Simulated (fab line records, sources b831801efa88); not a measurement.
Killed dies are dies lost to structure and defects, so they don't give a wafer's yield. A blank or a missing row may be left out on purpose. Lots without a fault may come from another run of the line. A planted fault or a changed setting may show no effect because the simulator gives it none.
A struck lot beside a sound one | flow sky130 | 16 steps out of a route of 708
Sound: wafers L440.1, L440.2, L440.3. Struck: wafers L457.5, L457.6. (L457.2 of the same lot was not struck and is left out.) The cause comes at the end.
At each step with rows: each side's tool, then ch and its chambers, then its first start. Under that, the readings that differ: sound wafers | struck wafers | difference of the means | sigmas: that difference in standard deviations of wafers without a fault.
alike: readings whose means differ by less than 2 such deviations, and words and numbers that are the same on both sides. not compared: withheld readings, readings that some wafer has no value for, bounds like >300 that may hide the same value, and numbers for which the record gives no deviation and whose values overlap.
The two part at a step that has a row with sigmas, a row that says differs or no value, or rows on one side only. Numbers that don't overlap but have no deviation are shown without sigmas and don't part them. A reading that every wafer of one side lacks parts them only if that side has two wafers or more.

SKY_VIA1_BOW_MEAS_03:
  sound on film_metro-02, day 35 11:58; struck on film_metro-02, day 40 00:33
  alike: VIA1_BOW
then, 8 steps without rows for these wafers: SKY_VIA1_DEHYDRATE_04 (time 60 s); SKY_VIA1_HMDS_05 (prime time 60 s); SKY_VIA1_COAT_06 (resist thk 60 nm); SKY_VIA1_COAT_07 (resist thk 450 nm); SKY_VIA1_SOFTBAKE_08 (time 90 s); SKY_VIA1_EXPOSE_09 (exposes mask VIM, target cd 150 nm); SKY_VIA1_PEB_10; SKY_VIA1_DEVELOP_11 (develop time 60 s).
SKY_VIA1_CD_MEAS_12: target cd 150 nm.
  sound on cd_sem-02, day 36 14:33; struck on cd_sem-01, day 41 01:11
  alike: cd_nm
SKY_VIA1_OVL_MEAS_13:
  sound on overlay-01, day 36 14:40; struck on overlay-01, day 41 01:17
  alike: VIA1_OVL
SKY_VIA1_ETCH_14: etches BARC in N2/H2, stops on SiO2, time 45.9 s, target depth 60 nm.
  sound on rie_diel-04 ch 0,2,3, day 36 14:42; struck on rie_diel-02 ch 0,2, day 41 01:19
  reading                        | sound                | struck        | difference                    | sigmas
  chamber_pressure_mTorr (mTorr) | 30.036 30.010 30.003 | 29.965 29.948 | -0.060                        | -2
  rf_hours_counter_h (h)         | 17 5 18              | - -           | no value on the struck wafers |
  alike: drypump_motor_current_A, oes_product_au, throttle_valve_pct
SKY_VIA1_ETCH_15: etches SiO2 in C4F8/O2/Ar, stops on TiN, target depth 351 nm, time 54 s.
  sound on rie_diel-04 ch 0,2,3, day 36 14:45; struck on rie_diel-02 ch 0,2, day 41 01:22
  reading                                     | sound             | struck      | difference                    | sigmas
  rf_hours_counter_h (h)                      | 17 5 18           | - -         | no value on the struck wafers |
  model.KrF-thick_of_VIA1_COAT_07.thk_nm (nm) | 323 320.4 323.4   | 291.5 290.1 | -31.5                         |
  model.VIA1.feature_depth_nm (nm)            | 344.3 344.4 343.8 | 350.1 348.3 | +5.0                          |
  model.TiN_of_METAL1_SPUTTER_04.thk_nm (nm)  | 68.05 68.88 68.55 | 64.95 64.8  | -3.62                         |
  alike: chamber_pressure_mTorr, oes_product_au
SKY_VIA1_STRIP_16: strips in O2/N2.
  sound on plasma_asher-01 ch 0,1, day 36 14:47; struck on plasma_asher-04 ch 0,1, day 41 01:25
  reading                      | sound             | struck      | difference | sigmas
  oes_product_au (a.u.)        | 0.417 0.413 0.422 | 0.397 0.402 | -0.018     | -4
  strip_time_to_endpoint_s (s) | 4.466 4.436 4.482 | 4.137 4.141 | -0.322     | -12
  alike: chamber_pressure_mTorr, drypump_motor_current_A
  not compared: rf_hours_counter_h
then, 1 step without rows for these wafers: SKY_VIA1_STRIP_17 (strips in post etch residue remover, time 1200 s).
SKY_PAD_OPEN_PROBE_99:
  the record has rows for the sound wafers here (prober-01, day 47 22:14) and none for the struck ones

WHERE THEY PART
First at SKY_VIA1_ETCH_14; last, within this record, at SKY_PAD_OPEN_PROBE_99.

WHY: what the simulator had put in
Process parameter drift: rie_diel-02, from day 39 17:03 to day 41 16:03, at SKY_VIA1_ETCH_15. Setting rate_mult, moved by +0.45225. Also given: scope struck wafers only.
